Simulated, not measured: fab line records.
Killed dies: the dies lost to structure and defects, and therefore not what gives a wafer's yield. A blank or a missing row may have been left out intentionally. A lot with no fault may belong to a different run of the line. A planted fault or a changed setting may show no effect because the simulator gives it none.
Code-filled problem report in 8D (eight disciplines) form / flow gf180mcu / the parts of the form that need people (team, actions taken, sign-off) are left out

1. WHAT IS WRONG
V1_CVD_02_THK at GF_V1_THK_MEAS_03 reads a mean of 1030 nm on 4 wafers of 2 lots; wafers without a fault read 845 nm with a standard deviation of 12. Measured from the usual mean, that is +15 standard deviations.
First observed at day 21 08:56: wafer L256.2, on film_metro-02. The record has a number at this step for 33 wafers belonging to 11 lots. By rule, "out" or "out of limits" means more than 4 standard deviations away from the usual mean. All remaining wafers that have a number are taken as sound.

2. WHAT THIS IS AND IS NOT
question=which readings at this step | is=V1_CVD_02_THK | is not=-
question=which lots | is=L256, L257 | is not=L249, L251, L252, L261, L262, L265, L266, L267, L268
question=which wafers of those lots | is=L256.2, L256.3, L256.5, L257.3 | is not=L257.1, L257.6
question=read on which gauges | is=film_metro-02, film_metro-04 | is not=film_metro-01
question=when | is=from day 21 08:56 | is not=up to then (9 sound wafers); but 20 sound wafers of L257, L261, L262, L265, L266, L267, L268 came after

3. SUSPECTS, AND WHAT RULES EACH OUT
Counting: a tool at a process step up to the reading stays a suspect if it ran every lot that is out. Sound lots after the first of them don't rule it out here, since some wafers of a struck lot are sound.
- the gauge at GF_V1_THK_MEAS_03 is ruled out. Those wafers that are out were read across 2 gauges (film_metro-02, film_metro-04).
- pecvd-03 at GF_V1_CVD_02 (deposits SiO2 from TEOS, target thk 850 nm, time 94.851 s): kept. It ran every lot that is out, first L256 (day 21 08:51); its last sound lot up to then is L252 (day 19 17:27). Out on those wafers are its own readings of run_length_s.
Left after counting: pecvd-03 at GF_V1_CVD_02.

4. THE CAUSE (what the simulator had put in)
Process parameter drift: pecvd-03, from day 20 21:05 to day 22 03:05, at GF_V1_CVD_02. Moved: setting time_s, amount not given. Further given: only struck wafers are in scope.
This tool alone remained once counting was done.

5. THE CHAIN OF EFFECTS, in route order
One row per reading whose mean, taken over the struck wafers that have a number, lies over 3 standard deviations from the usual. Readings are gone through only where the record gives a usual standard deviation; hours: the median, over the lots, of the time from a lot's start at the first step in this table giving one to that lot's start at this step; sigmas: the change measured in usual standard deviations.
hours=0; step=GF_V1_CVD_02; reading=run_length_s; usual=122.5 s; on struck wafers=143.9; change=+21.4; sigmas=+34
hours=0; step=GF_V1_THK_MEAS_03; reading=V1_CVD_02_THK; usual=845 nm; on struck wafers=1030; change=+184; sigmas=+15
hours=0; step=GF_V1_CMP_04; reading=time_to_endpoint_s; usual=79 s; on struck wafers=150; change=+71; sigmas=+12
It contains these process steps:
- GF_V1_CVD_02: deposits SiO2 from TEOS, target thk 850 nm, time 94.851 s.
- GF_V1_CMP_04: polishes SiO2.
Later measuring or inspecting steps at which every struck wafer that the step has a row for has a number for every such reading, and none has moved that far: GF_V1_OVL_MEAS_15.

6. HOW IT WOULD HAVE BEEN CAUGHT EARLIER
The first out-of-limits reading at a measuring or inspecting step in this record came at day 21 08:56, 12 hours after the fault's start at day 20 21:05.
Tool's own readings at GF_V1_CVD_02, run_length_s: out on all struck wafers the step has rows for; an alarm limit on them would have tripped on the first.
Lots out: 2; of these, L257 started GF_V1_CVD_02 on pecvd-03 after day 21 08:56. A hold on the tool at that time would have spared it.
